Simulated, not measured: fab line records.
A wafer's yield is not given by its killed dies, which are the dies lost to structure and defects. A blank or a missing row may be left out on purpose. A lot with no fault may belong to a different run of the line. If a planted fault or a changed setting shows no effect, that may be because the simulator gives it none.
Which tool was responsible? :: flow gf180mcu :: 13 lots, 39 wafers sampled, at 4 steps of a route of 602

== WHAT EACH GAUGE READ, for each wafer ==
GF_V3_CD_MEAS_14: the cd target is 260 nm. Usual: cdNm at 260.2 nm, with a standard deviation of 1.4.
lot: L224
measured: day 22 08:01
on: cdSem-02
cdNm (nm): 258.9 259.2 259.2
flag: 

lot: L225
measured: day 22 16:05
on: cdSem-01
cdNm (nm): 259.1 258.9 259.2
flag: 

lot: L226
measured: day 23 04:22
on: cdSem-01
cdNm (nm): 259.0 258.3 258.8
flag: 

lot: L227
measured: day 23 08:33
on: cdSem-02
cdNm (nm): 259.0 260.7 259.8
flag: 

lot: L229
measured: day 24 07:06
on: cdSem-02
cdNm (nm): 260.5 259.4 260.3
flag: 

lot: L230
measured: day 24 11:30
on: cdSem-02
cdNm (nm): 259.7 260.9 260.1
flag: 

lot: L233
measured: day 25 17:38
on: cdSem-02
cdNm (nm): 261.8 263.1 261.7
flag: 

lot: L235
measured: day 26 08:01
on: cdSem-01
cdNm (nm): 260.9 261.2 260.6
flag: 

lot: L236
measured: day 26 14:42
on: cdSem-02
cdNm (nm): 258.8 258.6 258.7
flag: 

lot: L241
measured: day 28 04:44
on: cdSem-02
cdNm (nm): 259.0 259.2 260.2
flag: 

lot: L244
measured: day 28 22:30
on: cdSem-02
cdNm (nm): 260.9 261.7 260.0
flag: 

lot: L247
measured: day 29 13:25
on: cdSem-02
cdNm (nm): 259.8 259.1 260.3
flag: 

lot: L246
measured: day 29 15:59
on: cdSem-01
cdNm (nm): 260.5 259.7 261.0
flag: 

GF_V4_THK_MEAS_01. Usual: V4_CVD_00_THK typically reads 597 nm, with standard deviation 8.4.
lot: L224
measured: day 23 09:39
on: filmMetro-01
V4_CVD_00_THK (nm): 587 590 590
flag: 

lot: L225
measured: day 23 16:59
on: filmMetro-01
V4_CVD_00_THK (nm): 594 598 594
flag: 

lot: L226
measured: day 24 05:26
on: filmMetro-02
V4_CVD_00_THK (nm): 601 598 602
flag: 

lot: L227
measured: day 24 09:40
on: filmMetro-01
V4_CVD_00_THK (nm): 597 591 598
flag: 

lot: L229
measured: day 25 07:27
on: filmMetro-01
V4_CVD_00_THK (nm): 603 604 603
flag: 

lot: L230
measured: day 25 11:46
on: filmMetro-01
V4_CVD_00_THK (nm): 584 591 587
flag: 

lot: L233
measured: day 26 16:23
on: filmMetro-03
V4_CVD_00_THK (nm): 600 612 598
flag: 

lot: L235
measured: day 27 06:49
on: filmMetro-01
V4_CVD_00_THK (nm): 606 609 603
flag: 

lot: L236
measured: day 27 13:30
on: filmMetro-01
V4_CVD_00_THK (nm): 601 608 612
flag: 

lot: L241
measured: day 29 02:43
on: filmMetro-03
V4_CVD_00_THK (nm): 589 597 590
flag: 

lot: L244
measured: day 29 20:06
on: filmMetro-02
V4_CVD_00_THK (nm): 590 586 592
flag: 

lot: L247
measured: day 30 10:34
on: filmMetro-03
V4_CVD_00_THK (nm): 595 595 584
flag: 

lot: L246
measured: day 30 12:50
on: filmMetro-03
V4_CVD_00_THK (nm): 599 590 587
flag: 

== WHICH TOOL RAN EACH LOT (tool, then ch and the chambers of the sampled wafers, then the start) ==
lot: L224
GF_M4_SPUTTER_02: pvdSputter-02, day 22 09:47
GF_M4_SPUTTER_04: pvdSputter-02, day 22 09:50

lot: L225
GF_M4_SPUTTER_02: pvdSputter-03, day 22 17:44
GF_M4_SPUTTER_04: pvdSputter-03, day 22 17:47

lot: L226
GF_M4_SPUTTER_02: pvdSputter-02, day 23 06:07
GF_M4_SPUTTER_04: pvdSputter-02, day 23 06:10

lot: L227
GF_M4_SPUTTER_02: pvdSputter-01, day 23 10:17
GF_M4_SPUTTER_04: pvdSputter-01, day 23 10:20

lot: L229
GF_M4_SPUTTER_02: pvdSputter-03, day 24 08:43
GF_M4_SPUTTER_04: pvdSputter-03, day 24 08:47

lot: L230
GF_M4_SPUTTER_02: pvdSputter-02, day 24 13:14
GF_M4_SPUTTER_04: pvdSputter-02, day 24 13:17

lot: L233
GF_M4_SPUTTER_02: pvdSputter-03, day 25 19:18
GF_M4_SPUTTER_04: pvdSputter-03, day 25 19:21

lot: L235
GF_M4_SPUTTER_02: pvdSputter-02, day 26 09:40
GF_M4_SPUTTER_04: pvdSputter-02, day 26 09:43

lot: L236
GF_M4_SPUTTER_02: pvdSputter-03, day 26 16:17
GF_M4_SPUTTER_04: pvdSputter-03, day 26 16:20

lot: L241
GF_M4_SPUTTER_02: pvdSputter-02, day 28 06:24
GF_M4_SPUTTER_04: pvdSputter-02, day 28 06:28

lot: L244
GF_M4_SPUTTER_02: pvdSputter-02, day 29 00:09
GF_M4_SPUTTER_04: pvdSputter-02, day 29 00:12

lot: L247
GF_M4_SPUTTER_02: pvdSputter-03, day 29 15:05
GF_M4_SPUTTER_04: pvdSputter-03, day 29 15:08

lot: L246
GF_M4_SPUTTER_02: pvdSputter-02, day 29 17:38
GF_M4_SPUTTER_04: pvdSputter-02, day 29 17:41
- GF_M4_SPUTTER_02: material AlCu, target thk 450 nm, time 23.9 s.
- GF_M4_SPUTTER_04: material TiN, target thk 50 nm, time 41.7 s.

== AS READ BY THE TOOLS THEMSELVES (means over the sampled wafers that have a number; for cases with no such wafer, the mark the record gives instead) ==
GF_M4_SPUTTER_02. Usual: chamberPressurePa 0.3999 Pa, standard deviation 0.00084; throttleValvePct 29.9 %, standard deviation 0.92.
lot: L224
tool: pvdSputter-02
chamberPressurePa (Pa): 0.3993
throttleValvePct (%): 29.9
flag: 

lot: L225
tool: pvdSputter-03
chamberPressurePa (Pa): 0.4004
throttleValvePct (%): 29.5
flag: 

lot: L226
tool: pvdSputter-02
chamberPressurePa (Pa): 0.4002
throttleValvePct (%): 28.8
flag: 

lot: L227
tool: pvdSputter-01
chamberPressurePa (Pa): 0.3994
throttleValvePct (%): 30.2
flag: 

lot: L229
tool: pvdSputter-03
chamberPressurePa (Pa): 0.3995
throttleValvePct (%): 29.6
flag: 

lot: L230
tool: pvdSputter-02
chamberPressurePa (Pa): 0.4003
throttleValvePct (%): 30.1
flag: 

lot: L233
tool: pvdSputter-03
chamberPressurePa (Pa): 0.3997
throttleValvePct (%): 30.2
flag: 

lot: L235
tool: pvdSputter-02
chamberPressurePa (Pa): 0.3993
throttleValvePct (%): 28.7
flag: 

lot: L236
tool: pvdSputter-03
chamberPressurePa (Pa): 0.4000
throttleValvePct (%): 29.8
flag: 

lot: L241
tool: pvdSputter-02
chamberPressurePa (Pa): 0.3996
throttleValvePct (%): 29.3
flag: 

lot: L244
tool: pvdSputter-02
chamberPressurePa (Pa): 0.3999
throttleValvePct (%): 30.0
flag: 

lot: L247
tool: pvdSputter-03
chamberPressurePa (Pa): 0.3998
throttleValvePct (%): 30.5
flag: 

lot: L246
tool: pvdSputter-02
chamberPressurePa (Pa): 0.3985
throttleValvePct (%): 29.1
flag: 

GF_M4_SPUTTER_04. Usual: chamberPressurePa 0.4000 Pa, standard deviation 0.00087; throttleValvePct 29.9 %, standard deviation 0.92.
lot: L224
tool: pvdSputter-02
chamberPressurePa (Pa): 0.4000
throttleValvePct (%): 29.6
flag: 

lot: L225
tool: pvdSputter-03
chamberPressurePa (Pa): 0.4004
throttleValvePct (%): 29.8
flag: 

lot: L226
tool: pvdSputter-02
chamberPressurePa (Pa): 0.4000
throttleValvePct (%): 29.0
flag: 

lot: L227
tool: pvdSputter-01
chamberPressurePa (Pa): 0.3999
throttleValvePct (%): 30.2
flag: 

lot: L229
tool: pvdSputter-03
chamberPressurePa (Pa): 0.3998
throttleValvePct (%): 29.5
flag: 

lot: L230
tool: pvdSputter-02
chamberPressurePa (Pa): 0.3994
throttleValvePct (%): 30.0
flag: 

lot: L233
tool: pvdSputter-03
chamberPressurePa (Pa): 0.4783
throttleValvePct (%): 27.5
flag: OFF

lot: L235
tool: pvdSputter-02
chamberPressurePa (Pa): 0.4008
throttleValvePct (%): 28.9
flag: 

lot: L236
tool: pvdSputter-03
chamberPressurePa (Pa): 0.4779
throttleValvePct (%): 27.4
flag: OFF

lot: L241
tool: pvdSputter-02
chamberPressurePa (Pa): 0.4008
throttleValvePct (%): 29.3
flag: 

lot: L244
tool: pvdSputter-02
chamberPressurePa (Pa): 0.3996
throttleValvePct (%): 30.1
flag: 

lot: L247
tool: pvdSputter-03
chamberPressurePa (Pa): 0.4001
throttleValvePct (%): 30.5
flag: 

lot: L246
tool: pvdSputter-02
chamberPressurePa (Pa): 0.3996
throttleValvePct (%): 29.1
flag: 

== THE ANSWER, worked out from the rows above alone ==
Rule: take the mean of a lot's wafers that have a number; if it is more than 3 standard deviations from the usual mean, the lot is off. A lot without any number at a reading at which 4 lots or more have one is off too. Any other lot the step has rows for is counted as sound. First the gauges in route order, then the tools' own readings, where a lot's mean is used as printed above. At the first step where some lot is off, the reading lying furthest off is the one used; lots without a number count as furthest.
Off: L233, L236, at GF_M4_SPUTTER_04 (chamberPressurePa).
A tool fits if, at that step or a process step before it, it ran every lot that is off, and no sound lot after the first of them. Of those tried, none fits.

== WHAT WAS PUT IN BY THE SIMULATOR ==
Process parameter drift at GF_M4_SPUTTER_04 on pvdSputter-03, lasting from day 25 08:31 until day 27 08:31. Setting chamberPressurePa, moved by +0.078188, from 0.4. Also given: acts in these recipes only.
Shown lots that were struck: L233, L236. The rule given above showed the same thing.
